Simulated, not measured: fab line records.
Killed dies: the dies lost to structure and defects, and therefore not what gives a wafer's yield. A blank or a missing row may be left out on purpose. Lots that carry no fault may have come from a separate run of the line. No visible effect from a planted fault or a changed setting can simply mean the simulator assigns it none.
Matching of chambers | flow sky130 | 4 sister chambers for SKY_VIA4_CMP_02 on cmp-02
The step polishes SiO2. 8 wafers are shown with their chamber, then 10 later ones without.

== WAFERS, EACH WITH ITS CHAMBER ==
wafer  | chamber | motor current A (A) | slurry flow ml min
L171.4 | 2       | 11.3                | 150.5
L171.6 | 0       | 11.2                | 150.2
L173.3 | 1       | 12.3                | 150.3
L174.3 | 1       | 11.7                | 149.6
L174.5 | 3       | 14.4                | 149.8
L174.6 | 0       | 11.3                | 149.9
L176.1 | 2       | 11.6                | 150.3
L176.3 | 3       | 13.6                | 150.2

== WAFERS WITH NO CHAMBER GIVEN ==
wafer  | motor current A (A) | slurry flow ml min
L176.5 | 10.5                | 150.4
L178.1 | 10.9                | 150.2
L178.3 | 10.8                | 149.8
L178.6 | 13.4                | 149.2
L181.1 | 11.4                | 149.2
L181.2 | 11.8                | 151.2
L181.3 | 12.6                | 150.3
L183.2 | 12.4                | 149.7
L183.5 | 12.4                | 149.7
L183.6 | 10.8                | 150.4

== EACH ONE'S CHAMBER ==
wafer  | from the rows above               | in truth
L176.5 | can't be placed: 0 or 2 or 1      | 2
L178.1 | can't be placed: 0 or 2           | 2
L178.3 | can't be placed: 0 or 2 or 1      | 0
L178.6 | can't be placed: 3 or 1           | 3
L181.1 | can't be placed: 0 or 1 or 2      | 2
L181.2 | can't be placed: 2 or 0 or 1      | 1
L181.3 | can't be placed: 1 or 2 or 0 or 3 | 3
L183.2 | can't be placed: 1 or 0           | 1
L183.5 | can't be placed: 1 or 0           | 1
L183.6 | can't be placed: 0 or 2 or 1      | 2
0 of 10 placed correctly. Can't be placed from these rows: 10 (the true chamber is among the candidates in 10). 0 placed wrongly.
How it was worked out, from the rows above alone: a wafer's distance from a chamber is the root of the sum, over the readings, of the square of ((its reading less the chamber's mean) divided by the reading's scatter). The wafer belongs to the nearest chamber; if the next one is less than 2 further off, it can't be placed. For every chamber, the mean is computed from those of its wafers that are shown. How the scatter is found: for the shown wafers, subtract from each reading the mean of its chamber, square and add these, divide the total by (wafers less chambers), then take the root.
